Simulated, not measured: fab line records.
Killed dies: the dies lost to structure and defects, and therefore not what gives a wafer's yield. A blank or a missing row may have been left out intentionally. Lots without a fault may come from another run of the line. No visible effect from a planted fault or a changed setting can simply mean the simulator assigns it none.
A lot that was struck, set against a sound lot -- flow sky130 -- 15 out of 708 route steps
Sound: these wafers, L634.1, L634.2, L634.6. Struck: wafer L647.1 (L647.2, L647.5, from the same lot, were not struck and are left out); the cause is given at the end.
Each step with rows lists, per side, the tool, then ch with its chambers, then its first start. Under that, the readings that differ: sound wafers -- struck wafers -- difference of the means -- sigmas: that difference in standard deviations of wafers without a fault.
alike: a reading whose means differ by less than 2 such deviations, as well as words and numbers matching on both sides. not compared: withheld readings; readings where some wafer has no value; bounds like >300 that might hide an equal value; numbers whose values overlap and for which the record gives no deviation.
Wherever a step has rows on one side only, a row that says differs or no value, or a row with sigmas, the two part there. When numbers do not overlap yet have no deviation, they are printed without sigmas and do not part them. A reading that every wafer of one side lacks parts them only if that side has two wafers or more.

first, 8 steps without rows for these wafers: SKY_METAL1_DEHYDRATE_07 (time 60 s); SKY_METAL1_HMDS_08 (prime time 60 s); SKY_METAL1_COAT_09 (resist thk 60 nm); SKY_METAL1_COAT_10 (resist thk 450 nm); SKY_METAL1_SOFTBAKE_11 (time 90 s); SKY_METAL1_EXPOSE_12 (exposes mask MM1, target cd 140 nm); SKY_METAL1_PEB_13; SKY_METAL1_DEVELOP_14 (develop time 60 s).
SKY_METAL1_CD_MEAS_15: the cd target is 140 nm.
  sound on cd sem-02, day 35 11:10; struck on cd sem-01, day 39 03:04
  alike: cd nm
SKY_METAL1_OVL_MEAS_16:
  sound on overlay-01, day 35 11:17; struck on overlay-01, day 39 03:11
  alike: METAL1_OVL
SKY_METAL1_DESCUM_17: chemistry O2, time 8 s.
  sound on rie metal-03 ch 0,1, day 35 11:19; struck on rie metal-03 ch 0, day 39 03:13
  alike: drypump motor current A, oes product au
  not compared: rf hours counter h
SKY_METAL1_ETCH_18: etches BARC in N2/H2, stops on SiO2, time 45.9 s, target depth 60 nm.
  sound on rie metal-03 ch 0,1, day 35 11:21; struck on rie metal-03 ch 0, day 39 03:15
  alike: drypump motor current A, oes product au, run length s, throttle valve pct
  not compared: rf hours counter h
SKY_METAL1_METAL_ETCH_19: etches the open film in Cl2/BCl3, stops on SiO2, target depth 360 nm, time 78 s.
  sound on rie metal-03 ch 0,1, day 35 11:25; struck on rie metal-03 ch 0, day 39 03:19
reading,sound,struck,difference,sigmas
bcl3 flow sccm (sccm),29.88 30.05 30.01,29.76,-0.22,-3
oes product au (a.u.),0.857 0.859 0.854,0.827,-0.030,-5
run length s (s),105.5 105.9 105.8,110.1,+4.4,+10
model.KrF-thick_of_METAL1_COAT_10.thk nm (nm),161.9 153.3 153.6,143.2,-13.1,
  alike: drypump motor current A, throttle valve pct
  not compared: rf hours counter h
SKY_METAL1_STRIP_20: strips in O2/N2.
  sound on plasma asher-01 ch 0,1, day 35 11:30; struck on plasma asher-02 ch 0, day 39 03:24
reading,sound,struck,difference,sigmas
strip time to endpoint s (s),2.75 2.62 2.65,2.51,-0.16,-2
  alike: drypump motor current A, o2 flow sccm, oes product au
  not compared: rf hours counter h
-- the record jumps here: 12 days lie between the struck wafers' starts before and after (it left off in module METAL1 and takes up again in module PAD_OPEN, whose first step shown is number 708 of the route) --
SKY_PAD_OPEN_PROBE_99:
  sound on prober-01, day 48 00:39; struck on prober-01, day 50 17:31
  alike: defect limited yield, killed_at_M0_to_M3, killed_at_M4_up, killed at contacts, killed at front end, killed at other, killed dies, killed on rim, killed open, killed short, sort_bin_3_pad_short, sort_bin_5_function, sort_bin_6_memory, sort n pass, sort yield pct

## WHERE THEY PART
Earliest at SKY_METAL1_METAL_ETCH_19; latest, in this record, at SKY_METAL1_STRIP_20. Later steps at which nothing parts them and some readings are alike: SKY_PAD_OPEN_PROBE_99.

WHY: whatever the simulator had introduced
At SKY_METAL1_METAL_ETCH_19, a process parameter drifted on rie metal-03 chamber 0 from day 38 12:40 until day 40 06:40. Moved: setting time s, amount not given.
